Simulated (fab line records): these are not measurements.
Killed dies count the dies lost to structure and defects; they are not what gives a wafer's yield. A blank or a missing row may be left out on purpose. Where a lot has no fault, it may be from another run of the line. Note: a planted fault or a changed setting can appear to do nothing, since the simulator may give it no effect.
The tool behind it: which one?    flow sky130    24 lots with 72 wafers sampled at 4 steps, on a route of 708 steps

== WHAT THE GAUGES READ, wafer by wafer ==
SKY_POLY_GATE_CD_MEAS_22.
lot   measured      on         cd nm (nm)
L074  day 16 02:30  cd sem-02  153.6 152.1 152.2
L075  day 16 19:29  cd sem-01  148.8 151.2 149.0
L076  day 17 07:19  cd sem-01  149.2 148.6 150.2
L077  day 17 10:47  cd sem-02  147.6 150.5 148.4
L078  day 17 22:35  cd sem-02  144.7 146.3 147.7
L079  day 18 07:04  cd sem-01  148.2 148.4 148.2
L080  day 18 15:20  cd sem-01  148.6 148.6 148.1
L081  day 19 02:38  cd sem-02  147.3 150.3 149.9
L082  day 19 08:17  cd sem-01  150.6 150.1 150.1
L083  day 19 18:39  cd sem-01  150.5 150.9 152.0
L084  day 20 13:23  cd sem-02  151.7 153.6 150.3
L085  day 20 15:26  cd sem-02  152.1 151.8 153.1
L086  day 21 02:11  cd sem-02  155.0 152.4 153.0
L087  day 21 07:13  cd sem-02  149.0 149.2 148.0
L088  day 21 18:46  cd sem-01  150.4 151.0 150.0
L089  day 22 06:37  cd sem-01  149.8 153.8 150.0
L090  day 22 10:17  cd sem-01  150.5 150.5 149.3
L091  day 22 22:58  cd sem-02  151.4 148.5 147.5
L092  day 23 07:07  cd sem-02  150.5 151.7 151.4
L093  day 23 08:34  cd sem-02  152.4 153.0 153.8
L094  day 23 18:53  cd sem-01  148.6 148.6 148.6
L095  day 24 03:08  cd sem-02  150.6 152.0 147.9
L096  day 24 10:31  cd sem-01  150.6 148.0 148.2
L097  day 25 08:08  cd sem-01  151.3 150.1 151.2

SKY_METAL1_OVL_MEAS_16.
lot   measured      on          METAL1_OVL (nm)
L074  day 32 09:03  overlay-02  4 2 4
L075  day 33 03:49  overlay-02  -6 -5 -2
L076  day 33 15:20  overlay-02  1 5 -2
L077  day 34 00:36  overlay-01  3 4 2
L078  day 34 04:01  overlay-01  -6 -2 -3
L079  day 34 09:47  overlay-02  2 0 -3
L080  day 34 16:49  overlay-01  1 2 2
L081  day 35 01:49  overlay-02  -6 -5 -4
L082  day 35 07:40  overlay-01  0 1 -2
L083  day 35 15:49  overlay-02  0 1 9
L084  day 36 09:25  overlay-01  7 6 5
L085  day 36 09:45  overlay-02  -1 6 1
L086  day 36 19:00  overlay-01  -7 -4 -3
L087  day 37 01:49  overlay-02  0 1 -2
L088  day 37 10:07  overlay-02  -5 5 -6
L089  day 37 21:46  overlay-01  -2 -13 -6
L090  day 38 01:11  overlay-01  2 1 0
L091  day 38 10:13  overlay-01  -2 -2 -2
L092  day 38 18:30  overlay-01  7 2 8
L093  day 38 20:33  overlay-02  3 -1 -1
L094  day 39 05:15  overlay-02  2 2 3
L095  day 39 10:48  overlay-02  12 10 14
L096  day 39 14:37  overlay-01  2 9 7
L097  day 40 11:55  overlay-01  1 -2 1

SKY_METAL2_CD_MEAS_15 targets a cd of 140 nm.
lot   measured      on         cd nm (nm)
L074  day 34 18:10  cd sem-01  140.4 137.6 137.3
L075  day 35 11:38  cd sem-02  136.7 139.3 136.8
L076  day 36 00:52  cd sem-01  139.3 140.5 138.9
L077  day 36 08:20  cd sem-01  140.7 140.9 140.5
L078  day 36 13:32  cd sem-01  138.1 138.3 138.4
L079  day 36 17:58  cd sem-01  139.8 139.8 139.8
L080  day 37 00:41  cd sem-02  139.5 140.1 140.4
L081  day 37 09:06  cd sem-02  140.3 140.0 138.8
L082  day 37 16:06  cd sem-02  142.5 141.2 142.0
L083  day 37 23:00  cd sem-02  140.5 138.5 140.0
L084  day 38 16:05  cd sem-01  141.5 139.6 141.5
L085  day 38 17:01  cd sem-01  142.2 141.3 139.9
L086  day 39 01:26  cd sem-02  137.0 138.7 139.1
L087  day 39 07:40  cd sem-01  140.7 138.7 139.6
L088  day 39 14:50  cd sem-02  139.8 140.2 140.5
L089  day 40 03:19  cd sem-02  138.2 138.8 140.0
L090  day 40 06:11  cd sem-01  142.8 140.3 140.4
L091  day 40 14:44  cd sem-02  140.4 141.5 141.4
L092  day 40 22:19  cd sem-02  140.4 138.8 140.3
L093  day 41 00:41  cd sem-01  143.1 141.3 142.1
L094  day 41 10:28  cd sem-02  139.6 139.4 139.1
L095  day 41 14:26  cd sem-02  143.0 142.5 143.0
L096  day 41 17:56  cd sem-01  138.5 139.2 139.2
L097  day 42 14:58  cd sem-01  139.7 140.9 139.7

== WHAT TOOL EACH LOT RAN ON (gives the tool, then ch and the chambers of the sampled wafers, and finally the start) ==
lot   SKY_VIA1_SPUTTER_20
L074  pvd sputter-04, day 33 15:06
L075  pvd sputter-04, day 34 08:22
L076  pvd sputter-04, day 34 21:07
L077  pvd sputter-01, day 35 05:52
L078  pvd sputter-01, day 35 09:45
L079  pvd sputter-01, day 35 14:55
L080  pvd sputter-01, day 35 21:18
L081  pvd sputter-03, day 36 06:12
L082  pvd sputter-03, day 36 12:54
L083  pvd sputter-01, day 36 20:09
L084  pvd sputter-04, day 37 14:04
L085  pvd sputter-03, day 37 14:37
L086  pvd sputter-03, day 37 22:49
L087  pvd sputter-03, day 38 05:55
L088  pvd sputter-03, day 38 14:07
L089  pvd sputter-04, day 39 01:54
L090  pvd sputter-03, day 39 04:45
L091  pvd sputter-01, day 39 13:01
L092  pvd sputter-03, day 39 21:16
L093  pvd sputter-01, day 39 23:18
L094  pvd sputter-01, day 40 08:36
L095  pvd sputter-03, day 40 13:25
L096  pvd sputter-01, day 40 17:05
L097  pvd sputter-04, day 41 14:40
- SKY_VIA1_SPUTTER_20: material TiN, target thk 20 nm, time 80 s.

== AS READ BY THE TOOLS THEMSELVES (means over the sampled wafers that have a number; for cases with no such wafer, the mark the record gives instead) ==
SKY_VIA1_SPUTTER_20.
lot   tool            chamber pressure pa (Pa)  throttle valve pct (%)
L074  pvd sputter-04  5.005                     29.7
L075  pvd sputter-04  5.011                     29.9
L076  pvd sputter-04  5.006                     29.4
L077  pvd sputter-01  5.005                     30.1
L078  pvd sputter-01  4.998                     29.8
L079  pvd sputter-01  5.007                     29.9
L080  pvd sputter-01  4.999                     29.9
L081  pvd sputter-03  5.009                     29.1
L082  pvd sputter-03  4.992                     28.1
L083  pvd sputter-01  4.997                     29.5
L084  pvd sputter-04  5.001                     29.1
L085  pvd sputter-03  4.995                     29.7
L086  pvd sputter-03  4.996                     28.9
L087  pvd sputter-03  4.994                     29.2
L088  pvd sputter-03  4.998                     28.5
L089  pvd sputter-04  4.989                     30.0
L090  pvd sputter-03  4.999                     29.7
L091  pvd sputter-01  5.008                     29.8
L092  pvd sputter-03  5.005                     28.6
L093  pvd sputter-01  5.007                     29.9
L094  pvd sputter-01  4.998                     29.7
L095  pvd sputter-03  5.000                     29.3
L096  pvd sputter-01  5.002                     29.7
L097  pvd sputter-04  4.997                     29.9

== THE ANSWER, worked out from the rows above alone ==
Rule: the usual values come from the lots themselves. Put in order of their means at a reading, lots are off if they are a third of the lots or fewer, leave a main group of 4 or more, and stand apart from it by a gap of 3 or more times the standard deviation of the main group's means; of several such gaps the widest counts. The tables above print the reading to a certain number of digits; a main group whose means all agree to those digits is not used. A lot without any number at a reading at which 4 lots or more have one is off too. Any other lot the step has rows for is counted as sound. The gauges are gone through in route order, then the tools' own readings, and for those a lot's mean is taken as printed above. At the first step where some lot is off, the reading lying furthest off is the one used; lots without a number count as furthest.
Nothing can be told from this: no lot is off at any reading shown.

== WHAT WAS PUT IN BY THE SIMULATOR ==
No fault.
